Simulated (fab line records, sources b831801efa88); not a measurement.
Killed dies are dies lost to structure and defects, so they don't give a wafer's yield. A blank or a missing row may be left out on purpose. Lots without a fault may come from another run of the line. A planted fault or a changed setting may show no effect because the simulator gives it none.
A struck lot beside a sound one | flow sky130 | 14 steps out of a route of 708
Sound: wafers L384.4, L384.5, L384.6. Struck: wafers L400.2, L400.3, L400.6. The cause comes at the end.
At each step with rows: each side's tool, then ch and its chambers, then its first start. Under that, the readings that differ: sound wafers | struck wafers | difference of the means | sigmas: that difference in standard deviations of wafers without a fault.
alike: readings whose means differ by less than 2 such deviations, and words and numbers that are the same on both sides. not compared: withheld readings, readings that some wafer has no value for, bounds like >300 that may hide the same value, and numbers for which the record gives no deviation and whose values overlap.
The two part at a step that has a row with sigmas, a row that says differs or no value, or rows on one side only. Numbers that don't overlap but have no deviation are shown without sigmas and don't part them. A reading that every wafer of one side lacks parts them only if that side has two wafers or more.

first, 4 steps without rows for these wafers: SKY_METAL1_STRIP_21 (strips in post etch residue remover, time 1200 s); SKY_METAL1_CLEAN_22 (cleans in IPA, time 180 s); SKY_METAL1_CLEAN_23 (cleans in O3/DIW); SKY_VIA1_HDPCVD_00 (deposits SiO2, target thk 1030 nm, time 171.7 s).
SKY_VIA1_THK_MEAS_01:
  sound on film_metro-04, day 33 23:29; struck on film_metro-04, day 38 16:56
  alike: VIA1_HDPCVD_THK
SKY_VIA1_CMP_02: polishes SiO2.
  sound on cmp-02 ch 1,2,3, day 33 23:37; struck on cmp-01 ch 0,1, day 38 17:10
  alike: motor_current_A, slurry_filter_dp_kPa
SKY_VIA1_BOW_MEAS_03:
  sound on film_metro-01, day 33 23:52; struck on film_metro-04, day 38 17:29
  alike: VIA1_BOW
then, 5 steps without rows for these wafers: SKY_VIA1_DEHYDRATE_04 (time 60 s); SKY_VIA1_HMDS_05 (prime time 60 s); SKY_VIA1_COAT_06 (resist thk 60 nm); SKY_VIA1_COAT_07 (resist thk 450 nm); SKY_VIA1_SOFTBAKE_08 (time 90 s).
SKY_VIA1_EXPOSE_09: exposes mask VIM, target cd 150 nm.
  sound on krf_scanner-01 ch 0, day 34 11:19; struck on krf_scanner-02, day 39 05:17
  no value came back on the struck wafers for exposure_dose_mJ_cm2, focus_offset_nm (nm), na; on the sound wafers exposure_dose_mJ_cm2 reads 37.96 37.98 38.03
  alike: mask
then, 1 step without rows for these wafers: SKY_VIA1_PEB_10.

WHERE THEY PART
Only at SKY_VIA1_EXPOSE_09, within this record.

WHY: what the simulator had put in
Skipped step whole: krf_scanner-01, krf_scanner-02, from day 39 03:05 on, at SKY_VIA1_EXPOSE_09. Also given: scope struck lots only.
